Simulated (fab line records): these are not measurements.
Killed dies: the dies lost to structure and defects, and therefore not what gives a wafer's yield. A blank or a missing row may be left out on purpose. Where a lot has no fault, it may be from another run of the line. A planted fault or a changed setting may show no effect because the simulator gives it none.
Struck lot and sound lot, side by side -- flow sky130 -- 14 out of 708 route steps
Sound: these wafers, L806.1, L806.5, L806.6. Wafers struck: L810.1, L810.2, L810.3. The cause is named last.
Each step with rows lists, per side, the tool, then ch with its chambers, then its first start. Under that, the readings that differ: sound wafers -- struck wafers -- difference of the means -- sigmas: that difference in standard deviations of wafers without a fault.
alike: a reading whose means differ by less than 2 such deviations, as well as words and numbers matching on both sides. not compared: withheld readings; readings where some wafer has no value; bounds like >300 that might hide an equal value; numbers whose values overlap and for which the record gives no deviation.
Wherever a step has rows on one side only, a row that says differs or no value, or a row with sigmas, the two part there. When numbers do not overlap yet have no deviation, they are printed without sigmas and do not part them. A reading that every wafer of one side lacks parts them only if that side has two wafers or more.

SKY_NWELL_OVL_MEAS_23:
  sound on overlay-01 at day 6 21:14; struck on overlay-01 at day 7 18:17
  alike: NWELL_01_OVL
then, 1 step without rows for these wafers: SKY_NWELL_IMPLANT_24.
SKY_NWELL_STRIP_25: strips in O2/N2.
  sound on plasma asher-03 ch 0,1, day 6 21:25; struck on plasma asher-02 ch 0,1, day 7 18:28
  alike: chamber pressure mTorr, drypump motor current A, oes product au, strip time to endpoint s
  not compared: rf hours counter h
SKY_NWELL_TW_MEAS_26:
  sound on film metro-01 at day 6 21:31; struck on film metro-04 at day 7 18:34
  alike: NWELL_2_TW
then, 1 step without rows for these wafers: SKY_NWELL_CLEAN_27 (cleans in SC1/SC2, time 150 s).
SKY_NWELL_RTA_28: time 30 s.
  sound on rtp anneal-02 ch 0, day 6 21:41; struck on rtp anneal-01 ch 0, day 7 18:40
reading,sound,struck,difference,sigmas
anneal temp c max,1054 1052 1053,1061 1060 1062,+8,+2
  alike: lamp power pct, wafer_temp_C_max
SKY_NWELL_RS_MEAS_29: measurement is done with a four-point probe.
  sound on film metro-03 at day 6 21:47; struck on film metro-01 at day 7 18:46
  alike: NWELL_RS
SKY_NWELL_RS_MEAS_31: measurement is done with a four-point probe.
  sound on film metro-03 at day 6 22:02; struck on film metro-01 at day 7 19:01
  alike: PWDE_RS
then, 3 steps without rows for these wafers: SKY_VT_ADJUST_HVTP_DEHYDRATE_00 (time 60 s); SKY_VT_ADJUST_HVTP_HMDS_01 (prime time 60 s); SKY_VT_ADJUST_HVTP_COAT_02 (resist thk 1140 nm).
SKY_VT_ADJUST_HVTP_SOFTBAKE_03: time 60 s.
  sound on litho track-02 ch 0, day 7 07:47; struck on litho track-02 ch 0, day 8 04:56
reading,sound,struck,difference,sigmas
heater power total W (W),56.56 56.53 56.69,57.85 57.88 57.83,+1.26,+26
run length s (s),89.0 88.8 89.0,85.4 85.5 85.7,-3.4,-10
then, 1 step without rows for these wafers: SKY_VT_ADJUST_HVTP_EXPOSE_04 (exposes mask HVTPM, target cd 380 nm).
-- a jump in the record: the struck wafers' starts before and after are 40 days apart (it breaks off in module VT_ADJUST_HVTP and resumes in module PAD_OPEN, where the first step shown is number 708 of the route) --
SKY_PAD_OPEN_PROBE_99:
  sound on prober-01 at day 47 12:51; struck on prober-01 at day 48 11:55
  alike: killed_at_M0_to_M3, killed_at_M4_up, killed at contacts, killed at front end, killed at other, killed dies, killed open, killed short

== WHERE THEY PART ==
Earliest at SKY_NWELL_RTA_28; latest, in this record, at SKY_VT_ADJUST_HVTP_SOFTBAKE_03. Later steps at which nothing parts them and some readings are alike: SKY_PAD_OPEN_PROBE_99.

WHY: whatever the simulator had introduced
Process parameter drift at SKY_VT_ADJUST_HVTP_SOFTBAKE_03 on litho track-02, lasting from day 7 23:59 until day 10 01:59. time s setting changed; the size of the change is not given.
